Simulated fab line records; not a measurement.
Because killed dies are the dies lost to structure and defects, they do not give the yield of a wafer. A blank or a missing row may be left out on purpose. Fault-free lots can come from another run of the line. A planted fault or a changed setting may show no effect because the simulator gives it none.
A lot that was struck, set against a sound lot	flow sky130	15 out of 708 route steps
Sound: these wafers, L271.1, L271.2, L271.6. Wafers L285.2, L285.6 were the ones struck. The cause comes at the end.
For every step that has rows: the tool of each side, followed by ch and its chambers, followed by its first start. Under that, the readings that differ: sound wafers	struck wafers	difference of the means	sigmas: that difference in standard deviations of wafers without a fault.
alike: words and numbers the same on both sides, and readings whose means are apart by under 2 such deviations; not compared: readings that were withheld, readings missing a value for some wafer, numbers with overlapping values and no deviation given by the record, and bounds like >300 which may hide the same value.
Wherever a step has rows on one side only, a row that says differs or no value, or a row with sigmas, the two part there. Numbers that don't overlap but have no deviation are shown without sigmas and don't part them. A reading that every wafer of one side lacks parts them only if that side has two wafers or more.

SKY_VIA2_STRIP_16: strips in O2/N2.
  sound on plasma asher-01 ch 0,1, day 38 12:43; struck on plasma asher-02 ch 0,1, day 42 14:52
  alike: chamber pressure mTorr, drypump motor current A, oes product au, strip time to endpoint s
  not compared: rf hours counter h
then, 5 steps without rows for these wafers: SKY_VIA2_STRIP_17 (strips in post etch residue remover, time 1200 s); SKY_VIA2_CLEAN_18 (cleans in IPA, time 180 s); SKY_VIA2_CLEAN_19 (cleans in O3/DIW); SKY_VIA2_SPUTTER_20 (material TiN, target thk 20 nm, time 80 s); SKY_VIA2_CVD_21 (deposits W, target thk 420 nm, time 126.4 s).
SKY_VIA2_RS_MEAS_22: measures by four-point-probe.
  struck on film metro-03, day 42 15:43; sound on film metro-03, day 38 13:31
reading	sound	struck	difference	sigmas
VIA2_W_RS (ohm/sq)	0.275 0.278 0.277	0.268 0.269	-0.008	-2
SKY_VIA2_THK_MEAS_23: measures by xrf.
  struck on film metro-03, day 42 15:50; sound on film metro-03, day 38 13:38
reading	sound	struck	difference	sigmas
VIA2_W_THK (nm)	410 405 404	423 423	+17	+3
SKY_VIA2_CMP_24: polishes, stops on SiO2, t overpolish 20 s, target thk 0 nm.
  sound on cmp-02 ch 0,1,3, day 38 13:47; struck on cmp-02 ch 3, day 42 15:56
reading	sound	struck	difference	sigmas
time to endpoint s (s)	97 100 101	108 109	+9	+3
  alike: edge zone pressure frac, motor current A, overpolish run s, retaining ring pressure frac
then, 1 step without rows for these wafers: SKY_METAL3_SPUTTER_00 (material Ti, target thk 15 nm, time 10 s).
SKY_METAL3_SPUTTER_01: material TiN, target thk 20 nm, time 16.7 s.
  struck on pvd sputter-03, day 42 16:12; sound on pvd sputter-03, day 38 14:01
  alike: throttle valve pct
SKY_METAL3_SPUTTER_02: material AlCu, target thk 735 nm, time 39.1 s.
  struck on pvd sputter-03, day 42 16:13; sound on pvd sputter-03, day 38 14:02
  alike: throttle valve pct
SKY_METAL3_SPUTTER_03: material Ti, target thk 5 nm, time 3.3 s.
  struck on pvd sputter-03, day 42 16:16; sound on pvd sputter-03, day 38 14:04
reading	sound	struck	difference	sigmas
model.Ti_of_METAL3_SPUTTER_03.thk nm (nm)	5.101 5.033 5.096	8.474 8.288	+3.304	
  alike: throttle valve pct
SKY_METAL3_SPUTTER_04: material TiN, target thk 70 nm, time 58.3 s.
  struck on pvd sputter-03, day 42 16:17; sound on pvd sputter-03, day 38 14:05
  alike: throttle valve pct
-- the record jumps here: 8 days lie between the struck wafers' starts before and after (it left off in module METAL3 and takes up again in module PAD_OPEN, whose first step shown is number 708 of the route) --
SKY_PAD_OPEN_PROBE_99:
  struck on prober-02, day 50 13:51; sound on prober-01, day 47 12:52
  alike: defect limited yield, killed_at_M0_to_M3, killed_at_M4_up, killed at contacts, killed at front end, killed at other, killed dies, killed open, killed short, sort_bin_3_pad_short, sort_bin_5_function, sort_bin_6_memory, sort n pass, sort yield pct

WHERE THEY PART
First at SKY_VIA2_RS_MEAS_22; last, within this record, at SKY_VIA2_CMP_24. Later steps at which nothing parts them and some readings are alike: SKY_METAL3_SPUTTER_01, SKY_METAL3_SPUTTER_02, SKY_METAL3_SPUTTER_03, SKY_METAL3_SPUTTER_04, SKY_PAD_OPEN_PROBE_99.

WHY: what had been put in by the simulator
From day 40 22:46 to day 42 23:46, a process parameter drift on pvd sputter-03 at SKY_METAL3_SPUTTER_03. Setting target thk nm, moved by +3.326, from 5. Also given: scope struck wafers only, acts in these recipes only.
